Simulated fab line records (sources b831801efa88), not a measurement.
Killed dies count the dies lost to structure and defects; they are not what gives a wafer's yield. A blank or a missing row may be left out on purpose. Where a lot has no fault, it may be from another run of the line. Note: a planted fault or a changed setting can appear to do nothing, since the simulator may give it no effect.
A lot that was struck, set against a sound lot | flow sky130 | 22 steps out of a route of 708
Sound: wafers L655.2, L655.3, L655.6. Wafers L670.1, L670.4, L670.6 were the ones struck. Last of all comes the cause.
For every step that has rows: the tool of each side, followed by ch and its chambers, followed by its first start. Under that, the readings that differ: sound wafers | struck wafers | difference of the means | sigmas: that difference in standard deviations of wafers without a fault.
alike: a reading whose means differ by less than 2 such deviations, as well as words and numbers matching on both sides. not compared: withheld readings; readings where some wafer has no value; bounds like >300 that might hide an equal value; numbers whose values overlap and for which the record gives no deviation.
A row with sigmas, a row that says differs or no value, or rows on one side alone: a step with any of these is where the two part. When numbers do not overlap yet have no deviation, they are printed without sigmas and do not part them. A reading missing from all wafers of one side parts the sides only when that side holds two or more wafers.

SKY_METAL4_ETCH_17: etches SiO2 in C4F8/O2/Ar, stops on TiN, time 3.9 s, target depth 15 nm.
  sound on rie diel-01 ch 0,2,3, day 41 11:37; struck on rie diel-03 ch 0,2, day 46 01:39
  alike: oes product au
  not compared: rf hours counter h
SKY_METAL4_METAL_ETCH_18: etches the open film in Cl2/BCl3, stops on SiO2, target depth 845 nm, time 183.1 s.
  sound on rie metal-04 ch 0,1, day 41 11:38; struck on rie metal-01 ch 0,1, day 46 01:40
  alike: drypump motor current A, oes product au, throttle valve pct
  not compared: rf hours counter h
SKY_METAL4_STRIP_19: strips in O2/N2.
  sound on plasma asher-02 ch 0,1, day 41 11:49; struck on plasma asher-02 ch 0,1, day 46 01:50
  alike: drypump motor current A, oes product au, strip time to endpoint s
  not compared: rf hours counter h
then, 4 steps without rows for these wafers: SKY_METAL4_STRIP_20 (strips in post etch residue remover, time 1200 s); SKY_METAL4_CLEAN_21 (cleans in IPA, time 180 s); SKY_METAL4_CLEAN_22 (cleans in O3/DIW); SKY_VIA4_HDPCVD_00 (deposits SiO2, target thk 1750 nm, time 291.7 s).
SKY_VIA4_THK_MEAS_01:
  sound: film metro-04 at day 41 12:40; struck: film metro-04 at day 46 02:40
  alike: VIA4_HDPCVD_THK
SKY_VIA4_CMP_02: polishes SiO2.
  sound on cmp-02 ch 1,2,3, day 41 12:43; struck on cmp-01 ch 0,1,3, day 46 02:47
  alike: head pressure psi, motor current A
SKY_VIA4_BOW_MEAS_03:
  sound: film metro-01 at day 41 13:02; struck: film metro-03 at day 46 03:02
  alike: VIA4_BOW
then, 2 steps without rows for these wafers: SKY_VIA4_DEHYDRATE_04 (time 60 s); SKY_VIA4_HMDS_05 (prime time 60 s).
SKY_VIA4_COAT_06: resist thk 1140 nm.
  sound on litho track-04 ch 0, day 42 00:49; struck on litho track-04 ch 0, day 46 12:26
  reading                                   | sound                | struck               | difference | sigmas
  spin speed rpm (rpm)                      | 2998.9 3000.2 2998.2 | 2553.2 2550.1 2551.2 | -447.6     | -99 or more
  model.NOVOLAK_of_VIA4_COAT_06.thk nm (nm) | 1132 1136 1136       | 1236 1236 1235       | +101       |
  alike: exhaust pa
then, 4 steps without rows for these wafers: SKY_VIA4_SOFTBAKE_07 (time 60 s); SKY_VIA4_EXPOSE_08 (exposes mask VIM4, target cd 800 nm); SKY_VIA4_PEB_09; SKY_VIA4_DEVELOP_10 (develop time 60 s).
SKY_VIA4_OVL_MEAS_11:
  sound: overlay-01 at day 42 12:17; struck: overlay-02 at day 46 22:11
  alike: VIA4_OVL
SKY_VIA4_ETCH_12: etches SiO2 in C4F8/O2/Ar, stops on TiN, target depth 580 nm.
  sound on rie diel-02 ch 0,1,3, day 42 12:19; struck on rie diel-04 ch 0,1, day 46 22:13
  reading                                   | sound           | struck            | difference | sigmas
  model.NOVOLAK_of_VIA4_COAT_06.thk nm (nm) | 1002 1007 1008  | 1106 1107 1106    | +101       |
  model.VIA4.cd nm (nm)                     | 803 802.2 800.3 | 792.4 794.3 795.8 | -7.7       |
  alike: oes product au
SKY_VIA4_STRIP_13: strips in O2/N2.
  sound on plasma asher-04 ch 0,1, day 42 12:23; struck on plasma asher-03 ch 0,1, day 46 22:17
  reading                      | sound             | struck            | difference | sigmas
  strip time to endpoint s (s) | 12.75 12.82 12.82 | 13.87 13.91 13.88 | +1.09      | +33
  alike: drypump motor current A, oes product au
  not compared: rf hours counter h
then, 2 steps without rows for these wafers: SKY_VIA4_STRIP_14 (strips in post etch residue remover, time 1200 s); SKY_PAD_OPEN_PROBE_99.

## WHERE THEY PART
Last at SKY_VIA4_STRIP_13 as far as this record goes, first at SKY_VIA4_COAT_06.

WHY: what had been put in by the simulator
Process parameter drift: litho track-04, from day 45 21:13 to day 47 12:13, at SKY_VIA4_COAT_06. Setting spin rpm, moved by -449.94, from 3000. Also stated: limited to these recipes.
